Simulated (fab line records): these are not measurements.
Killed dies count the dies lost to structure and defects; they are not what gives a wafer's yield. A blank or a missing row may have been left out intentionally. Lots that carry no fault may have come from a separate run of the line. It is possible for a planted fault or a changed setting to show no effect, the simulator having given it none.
Which tool was responsible?    flow gf180mcu    13 lots, 36 wafers sampled, at 5 steps of a route of 602

== WHAT THE GAUGES READ, wafer by wafer ==
GF_LVPWELL_OVL_MEAS_07.
lot   measured     on          LVPWELL_OVL (nm)
L242  day 4 02:17  overlay-02  1.1 0.7 0.6
L243  day 4 10:37  overlay-02  -1.0 0.3 0.6
L244  day 4 16:42  overlay-02  -3.2 -1.5 -1.3
L245  day 5 00:43  overlay-01  0.6 0.4 0.5
L246  day 5 01:45  overlay-02  0.8 0.0 -1.2
L247  day 5 05:31  overlay-02  1.6 -0.6 0.9
L248  day 5 12:12  overlay-01  -1.0 -0.4 0.1
L255  day 7 04:18  overlay-01  -1.2 -1.3
L256  day 7 10:48  overlay-02  1.2 2.1
L257  day 7 17:27  overlay-02  0.6 2.3
L259  day 8 03:26  overlay-01  0.3 0.6 2.4
L260  day 8 09:45  overlay-01  -0.3 -2.1 -0.6
L263  day 9 03:47  overlay-01  -1.8 -2.6 -1.2

GF_MVPSD_TW_MEAS_11.
lot   measured      on            MVPSD_TW
L242  day 5 08:35   filmMetro-02  565.4 565.5 566.7
L243  day 5 17:04   filmMetro-01  567.2 564.9 566.8
L244  day 6 00:02   filmMetro-01  565.2 564.5 562.0
L245  day 6 08:19   filmMetro-01  565.8 562.8 562.4
L246  day 6 09:31   filmMetro-02  570.3 570.4 570.6
L247  day 6 13:12   filmMetro-02  567.6 565.3 566.7
L248  day 6 20:32   filmMetro-01  564.7 565.2 563.7
L255  day 8 15:32   filmMetro-01  557.2 557.1
L256  day 8 21:23   filmMetro-02  557.2 562.9
L257  day 9 04:41   filmMetro-02  553.9 558.8
L259  day 9 15:32   filmMetro-01  564.3 563.9 563.8
L260  day 9 21:56   filmMetro-03  562.7 564.6 560.4
L263  day 10 16:38  filmMetro-01  565.1 565.4 564.6

GF_VT_IMPLANT_RS_MEAS_46: uses a four-point probe to measure.
lot   measured      on            MVSD_RS (ohm/sq)
L242  day 7 23:35   filmMetro-01  458.9 458.1 458.8
L243  day 8 11:17   filmMetro-03  454.8 454.6 453.9
L244  day 8 17:49   filmMetro-02  458.2 457.7 458.3
L245  day 9 03:50   filmMetro-02  456.8 456.0 456.8
L246  day 9 05:51   filmMetro-02  456.6 456.8 456.2
L247  day 9 08:42   filmMetro-01  457.7 458.3 458.0
L248  day 9 16:42   filmMetro-03  454.2 454.7 454.1
L255  day 11 16:24  filmMetro-01  458.9 457.2
L256  day 12 00:27  filmMetro-01  458.2 458.2
L257  day 12 06:31  filmMetro-01  455.9 459.0
L259  day 12 20:26  filmMetro-03  454.4 456.5 453.2
L260  day 13 00:49  filmMetro-01  460.2 459.2 459.4
L263  day 13 23:56  filmMetro-03  454.1 453.1 452.9

GF_VT_IMPLANT_RS_MEAS_49: uses a four-point probe to measure.
lot   measured      on            MVPSD_RS (ohm/sq)
L242  day 7 23:57   filmMetro-01  1170 1171 1169
L243  day 8 11:39   filmMetro-03  1164 1165 1162
L244  day 8 18:10   filmMetro-02  1165 1168 1167
L245  day 9 04:12   filmMetro-02  1168 1169 1169
L246  day 9 06:13   filmMetro-02  1173 1173 1170
L247  day 9 09:04   filmMetro-01  1178 1175 1173
L248  day 9 17:04   filmMetro-03  1162 1161 1162
L255  day 11 16:46  filmMetro-01  1230 1230
L256  day 12 00:49  filmMetro-01  1229 1176
L257  day 12 06:52  filmMetro-01  1228 1225
L259  day 12 20:48  filmMetro-03  1165 1164 1160
L260  day 13 01:10  filmMetro-01  1174 1170 1171
L263  day 14 00:17  filmMetro-03  1162 1162 1162

== WHICH TOOL RAN EACH LOT (tool, then ch and the chambers of the sampled wafers, then the start) ==
lot   GF_MVPSD_IMPLANT_09
L242  implanter-03 ch 0, day 5 08:20
L243  implanter-04 ch 0, day 5 16:48
L244  implanter-04 ch 0, day 5 23:48
L245  implanter-02 ch 0, day 6 08:07
L246  implanter-02 ch 0, day 6 09:16
L247  implanter-02 ch 0, day 6 13:00
L248  implanter-04 ch 0, day 6 20:18
L255  implanter-04 ch 0, day 8 15:19
L256  implanter-04 ch 0, day 8 21:08
L257  implanter-04 ch 0, day 9 04:26
L259  implanter-03 ch 0, day 9 15:17
L260  implanter-03 ch 0, day 9 21:43
L263  implanter-03 ch 0, day 10 16:23
- GF_MVPSD_IMPLANT_09

== AS READ BY THE TOOLS THEMSELVES (means over the sampled wafers that have a number; for cases with no such wafer, the mark the record gives instead) ==
GF_MVPSD_IMPLANT_09.
lot   tool          beamOnS (s)  doseIonsCm2  faradayCurrentUA
L242  implanter-03  9.96         5e+12        28.3
L243  implanter-04  9.85         5e+12        28.6
L244  implanter-04  9.97         5e+12        28.3
L245  implanter-02  9.85         5e+12        28.7
L246  implanter-02  10.04        5e+12        28.1
L247  implanter-02  9.91         5e+12        28.4
L248  implanter-04  9.97         5e+12        28.3
L255  implanter-04  7.82         5e+12        36.1
L256  implanter-04  9.07         5e+12        31.8
L257  implanter-04  7.69         5e+12        36.6
L259  implanter-03  9.98         5e+12        28.2
L260  implanter-03  9.91         5e+12        28.5
L263  implanter-03  9.79         5e+12        28.8

== THE ANSWER, worked out from the rows above alone ==
Rule: usual is defined by the lots themselves. Put in order of their means at a reading, lots are off if they are a third of the lots or fewer, leave a main group of 4 or more, and stand apart from it by a gap of 3 or more times the standard deviation of the main group's means; of several such gaps the widest counts. The tables above print the reading to a certain number of digits; a main group whose means all agree to those digits is not used. A lot without any number at a reading at which 4 lots or more have one is off too. Any other lot the step has rows for is counted as sound. After the gauges, taken in route order, come the tools' own readings; for these a lot's mean is taken, as printed above. At the first step where some lot is off, the reading lying furthest off is the one used; lots without a number count as furthest.
Off: L255, L256, L257, seen at GF_VT_IMPLANT_RS_MEAS_49 (MVPSD_RS). The main group: mean 1167 ohm/sq, standard deviation 4.5.
If a tool, at a process step before that reading, ran all the lots that are off and no sound lot after the first of them, it fits. Not tried: the gauges at GF_VT_IMPLANT_RS_MEAS_49; whatever is off there is also off at GF_MVPSD_IMPLANT_09, on other tools, and gauge error can't account for it. One candidate fits, namely implanter-04 at GF_MVPSD_IMPLANT_09. Its last sound lot is L248 (day 6 20:18), its first lot that is off L255 (day 8 15:19): a fault that began between those two fits.
The tool's own readings at GF_MVPSD_IMPLANT_09 bear it out: on the lots that are off they differ by more than 5 times the standard deviation of the sound lots' means. beamOnS reads 8.19 s there against 9.92 s on the sound lots; faradayCurrentUA reads 34.8 there against 28.4 on the sound lots.

== WHAT THE SIMULATOR PUT IN ==
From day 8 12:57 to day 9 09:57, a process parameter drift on implanter-04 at GF_MVPSD_IMPLANT_09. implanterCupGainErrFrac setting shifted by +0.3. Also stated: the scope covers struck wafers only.
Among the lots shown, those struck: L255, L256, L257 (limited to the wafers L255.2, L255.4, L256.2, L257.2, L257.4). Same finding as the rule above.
